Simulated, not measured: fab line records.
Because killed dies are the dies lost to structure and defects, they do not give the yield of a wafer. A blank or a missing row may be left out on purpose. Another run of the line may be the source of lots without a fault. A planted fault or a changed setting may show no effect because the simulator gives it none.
Struck lot and sound lot, side by side :: flow sfq_line :: 43 out of 325 route steps
Sound: wafers L817.1, L817.2, L817.3. Wafers struck: L828.1, L828.3, L828.4. The cause is given at the end.
Each step with rows lists, per side, the tool, then ch with its chambers, then its first start. Under that, the readings that differ: sound wafers :: struck wafers :: difference of the means :: sigmas: that difference in standard deviations of wafers without a fault.
alike: words and numbers the same on both sides, and readings whose means are apart by under 2 such deviations; not compared: readings that were withheld, readings missing a value for some wafer, numbers with overlapping values and no deviation given by the record, and bounds like >300 which may hide the same value.
The two part at a step that has a row with sigmas, a row that says differs or no value, or rows on one side only. Non-overlapping numbers with no deviation appear without sigmas and do not part them. Lack of a reading on every wafer of one side parts them only where that side has two or more wafers.

first, 3 steps without rows for these wafers: SFQ_TRILAYER_M5_LITHO_EXPOSE_124 (exposes mask M5, target cd 700 nm); SFQ_TRILAYER_M5_LITHO_PEB_126 (peb time 60 s); SFQ_TRILAYER_M5_LITHO_DEVELOP_125 (time 60 s).
SFQ_M5_OVL_MEAS_932:
  sound on overlay-02, day 49 11:28; struck on overlay-01, day 54 08:18
  alike: M5_OVL
then, 1 step without rows for these wafers: SFQ_TRILAYER_M5_BARC_OPEN_METAL_ETCH_161 (etches BARC in O2, target depth 125 nm, time 41.7 s).
SFQ_TRILAYER_M5_ETCH_METAL_ETCH_126: etches Nb in Cl2/BCl3, stops on SiO2, time 203.2 s, target depth 265 nm.
  sound on rie_metal-03 ch 0, day 49 11:37; struck on rie_metal-02 ch 0,1, day 54 08:23
  alike: drypump_motor_current_A, oes_product_au
  not compared: rf_hours_counter_h
then, 3 steps without rows for these wafers: SFQ_TRILAYER_M5_STRIP_STRIP_127 (strips in O2); SFQ_TRILAYER_M5_STRIP_SOLV_CLEAN_128 (cleans in NMP, time 600 s); SFQ_TRILAYER_A5B_DEP_PECVD_129 (deposits SiO2 from SiH4/N2O, time 133.33 s, target thk 600 nm).
SFQ_TRILAYER_A5B_CMP_CMP_130: polishes, stops on Nb, target thk 340.7 nm.
  sound on cmp-02 ch 0,1,2, day 49 15:28; struck on cmp-02 ch 0,1,3, day 54 14:00
  alike: edge_zone_pressure_frac, motor_current_A, retaining_ring_pressure_frac, slurry_filter_dp_kPa
SFQ_TRILAYER_A5B_METRO_MEASURE_131:
  sound on film_metro-02, day 49 18:28; struck on film_metro-01, day 54 17:00
  alike: thk_nm
SFQ_TRILAYER_R5_DEP_SPUTTER_132: material Ti, target thk 5 nm, time 5 s.
  sound on pvd_sputter-03, day 49 19:40; struck on pvd_sputter-06, day 54 18:12
  alike: throttle_valve_pct
SFQ_TRILAYER_R5_DEP_SPUTTER_133: material MoNx, target thk 40 nm, time 66.7 s.
  sound on pvd_sputter-03, day 49 19:41; struck on pvd_sputter-06, day 54 18:13
reading: model.MoNx_of_TRILAYER_R5_DEP_SPUTTER_133.thk_nm (nm)
sound: 39.43 40.21 39.71
struck: 51.48 51.29 51.62
difference: +11.68
sigmas: 
  alike: throttle_valve_pct
then, 1 step without rows for these wafers: SFQ_TRILAYER_R5_DEP_SPUTTER_134 (material Ti, target thk 5 nm, time 5 s).
SFQ_R5_RS_MEAS_933: measures by four-point-probe.
  sound on film_metro-01, day 49 19:46; struck on film_metro-03, day 54 18:17
reading: R5_MONX_RS (ohm/sq)
sound: 7.12 7.03 7.09
struck: 5.57 5.59 5.55
difference: -1.51
sigmas: -17
SFQ_R5_THK_MEAS_934: measures by xrf.
  sound on film_metro-01, day 49 19:53; struck on film_metro-03, day 54 18:25
reading: R5_MONX_THK (nm)
sound: 40.1 40.4 40.4
struck: 52.4 52.3 52.8
difference: +12.2
sigmas: +23
then, 6 steps without rows for these wafers: SFQ_TRILAYER_R5_LITHO_COAT_141 (resist thk 62 nm); SFQ_TRILAYER_R5_LITHO_COAT_136 (resist thk 600 nm); SFQ_TRILAYER_R5_LITHO_SOFTBAKE_140; SFQ_TRILAYER_R5_LITHO_EXPOSE_137 (exposes mask R5, target cd 500 nm); SFQ_TRILAYER_R5_LITHO_PEB_139 (peb time 60 s); SFQ_TRILAYER_R5_LITHO_DEVELOP_138 (time 60 s).
-- the record jumps here: 6 days lie between the struck wafers' starts before and after --
SFQ_R5_OVL_MEAS_935:
  sound on overlay-02, day 55 08:18; struck on overlay-01, day 61 02:47
  alike: R5_OVL
then, 11 steps without rows for these wafers: SFQ_TRILAYER_R5_BARC_OPEN_METAL_ETCH_177 (etches BARC in O2, target depth 125 nm, time 41.7 s); SFQ_TRILAYER_R5_ETCH_METAL_ETCH_139 (etches the open film in Cl2, stops on SiO2, target depth 60 nm, time 40 s); SFQ_TRILAYER_R5_STRIP_STRIP_140 (strips in O2); SFQ_TRILAYER_R5_STRIP_SOLV_CLEAN_141 (cleans in NMP, time 600 s); SFQ_TRILAYER_A5C_DEP_PECVD_142 (deposits SiO2 from SiH4/N2O, time 15.556 s, target thk 70 nm); SFQ_TRILAYER_I5_LITHO_COAT_149 (resist thk 62 nm); SFQ_TRILAYER_I5_LITHO_COAT_144 (resist thk 650 nm); SFQ_TRILAYER_I5_LITHO_SOFTBAKE_148; SFQ_TRILAYER_I5_LITHO_EXPOSE_145 (exposes mask I5, target cd 700 nm); SFQ_TRILAYER_I5_LITHO_PEB_147 (peb time 60 s); SFQ_TRILAYER_I5_LITHO_DEVELOP_146 (time 60 s).
-- the record jumps here: 5 days lie between the struck wafers' starts before and after --
SFQ_I5_OVL_MEAS_936:
  sound on overlay-01, day 61 14:47; struck on overlay-02, day 66 07:45
  alike: I5_OVL
SFQ_TRILAYER_I5_BARC_OPEN_VIA_ETCH_200: etches BARC in O2, target depth 125 nm, time 41.7 s.
  sound on rie_diel-01 ch 0,1,3, day 61 14:49; struck on rie_diel-04 ch 0,2,3, day 66 07:47
  alike: drypump_motor_current_A, oes_product_au
  not compared: rf_hours_counter_h
then, 6 steps without rows for these wafers: SFQ_TRILAYER_I5_ETCH_VIA_ETCH_147 (etches the open film in CHF3, stops on Nb, target depth 360 nm); SFQ_TRILAYER_I5_STRIP_STRIP_148 (strips in O2); SFQ_TRILAYER_I5_STRIP_SOLV_CLEAN_149 (cleans in NMP, time 600 s); SFQ_TRILAYER_C5_LITHO_COAT_156 (resist thk 62 nm); SFQ_TRILAYER_C5_LITHO_COAT_151 (resist thk 650 nm); SFQ_TRILAYER_C5_LITHO_SOFTBAKE_155.
-- the record jumps here: 19 days lie between the struck wafers' starts before and after --
SFQ_M8_BOW_MEAS_951:
  sound on film_metro-04, day 81 11:10; struck on film_metro-02, day 85 14:38
reading: model.etest.r5.ohm_um
sound: 14.44 14.15 14.32
struck: 10.98 11.03 10.97
difference: -3.31
sigmas: 

reading: model.etest.c5.link_ohm
sound: 8.121 7.987 8.082
struck: 6.433 6.463 6.429
difference: -1.622
sigmas: 

reading: model.etest.r5.ohm_sq
sound: 7.169 7.03 7.119
struck: 5.491 5.511 5.476
difference: -1.613
sigmas: 
  alike: M8_BOW

WHERE THEY PART
Last at SFQ_R5_THK_MEAS_934 as far as this record goes, first at SFQ_R5_RS_MEAS_933. Later steps at which nothing parts them and some readings are alike: SFQ_R5_OVL_MEAS_935, SFQ_I5_OVL_MEAS_936, SFQ_TRILAYER_I5_BARC_OPEN_VIA_ETCH_200, SFQ_M8_BOW_MEAS_951.

WHY: whatever the simulator had introduced
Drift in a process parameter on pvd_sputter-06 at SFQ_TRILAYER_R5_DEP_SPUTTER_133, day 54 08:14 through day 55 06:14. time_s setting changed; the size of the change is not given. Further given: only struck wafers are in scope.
